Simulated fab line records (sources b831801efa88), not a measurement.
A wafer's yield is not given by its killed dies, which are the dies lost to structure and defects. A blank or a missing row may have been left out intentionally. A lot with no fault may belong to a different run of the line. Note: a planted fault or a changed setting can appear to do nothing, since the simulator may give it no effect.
Problem report, 8D (eight disciplines) form, completed by code / flow sky130 / the parts of the form that need people (team, actions taken, sign-off) are left out

== 1. PROBLEM STATEMENT ==
SD_N_TW at SKY_SD_N_TW_MEAS_12 reads a mean of 4279 on 6 wafers of 2 lots; wafers without a fault read 3953 with a standard deviation of 48. Measured from the usual mean, that is +6.8 standard deviations.
The first sign was on wafer L942.3 at day 33 00:14, on film-metro-01. At this step, 33 wafers from 11 lots have a number in the record. The rule behind "out" and "out of limits": a value lying over 4 standard deviations away from the usual mean. The other wafers with a number count as sound.

== 2. WHAT THIS IS AND IS NOT ==
question=which readings at this step | is=SD_N_TW | is not=-
question=which lots | is=L942, L945 | is not=L931, L936, L938, L939, L940, L947, L949, L950, L951
question=which wafers of those lots | is=all that have a number | is not=-
question=read on which gauges | is=film-metro-01, film-metro-04 | is not=film-metro-02
question=when | is=from day 33 00:14 | is not=up to then (15 sound wafers); but 12 sound wafers of L947, L949, L950, L951 came after

== 3. THE SUSPECTS, EACH WITH WHAT RULES IT OUT ==
Counting: any tool at a process step up to the reading is kept as a suspect provided that every lot that is out went through it and no sound lot did after the first of them.
- the gauge at SKY_SD_N_TW_MEAS_12 is ruled out. 2 gauges (film-metro-01, film-metro-04) read the wafers that are out.
- implanter-03 at SKY_SD_N_IMPLANT_09: kept. It ran every lot that is out, first L942 (day 32 23:52), and no sound lot after that; its last sound lot up to then is L940 (day 32 11:08). Its own readings are out on those wafers: beam-energy-keV.
Remaining after the count: implanter-03 at SKY_SD_N_IMPLANT_09.

== 4. THE CAUSE (what the simulator had put in) ==
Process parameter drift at SKY_SD_N_IMPLANT_09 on implanter-03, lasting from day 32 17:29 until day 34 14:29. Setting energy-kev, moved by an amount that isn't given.
This tool alone remained once counting was done.

== 5. THE CHAIN OF EFFECTS, in route order ==
Each row: a reading where the mean over the struck wafers with a number is more than 3 standard deviations away from the usual. Only readings for which the record gives a usual standard deviation are gone through. hours: the time from each lot's start at the first step in this table that gives one to its start at this step, as a median over the lots. sigmas: the change in usual standard deviations.
hours=0; step=SKY_SD_N_IMPLANT_09; reading=beam-energy-keV; usual=50.002; on struck wafers=66.486; change=+16.484; sigmas=+99 or more
hours=0; step=SKY_SD_N_STRIP_11; reading=oes-product-au; usual=0.528 a.u.; on struck wafers=0.499; change=-0.029; sigmas=-7.1
hours=0; step=SKY_SD_N_STRIP_11; reading=strip-time-to-endpoint-s; usual=22.56 s; on struck wafers=25.04; change=+2.48; sigmas=+71
hours=0; step=SKY_SD_N_TW_MEAS_12; reading=SD_N_TW; usual=3953; on struck wafers=4279; change=+326; sigmas=+6.8
hours=1; step=SKY_SD_N_RS_MEAS_16; reading=SD_N_RS; usual=68.52 ohm/sq; on struck wafers=58.79; change=-9.73; sigmas=-97
It contains these process steps:
- SKY_SD_N_IMPLANT_09
- SKY_SD_N_STRIP_11: strips in O2/N2.

== 6. HOW IT WOULD HAVE BEEN CAUGHT EARLIER ==
In this record the first reading out of limits at a measuring or inspecting step was taken at day 33 00:14, 7 hours after the fault began at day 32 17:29.
At SKY_SD_N_IMPLANT_09, the tool's own readings (beam-energy-keV) were out on each struck wafer the step has a row for, so an alarm limit on them would have fired on the first such wafer.
Lots out: 2; of these, L945 started SKY_SD_N_IMPLANT_09 on implanter-03 after day 33 00:14. Had the tool been put on hold then, it would have been spared.
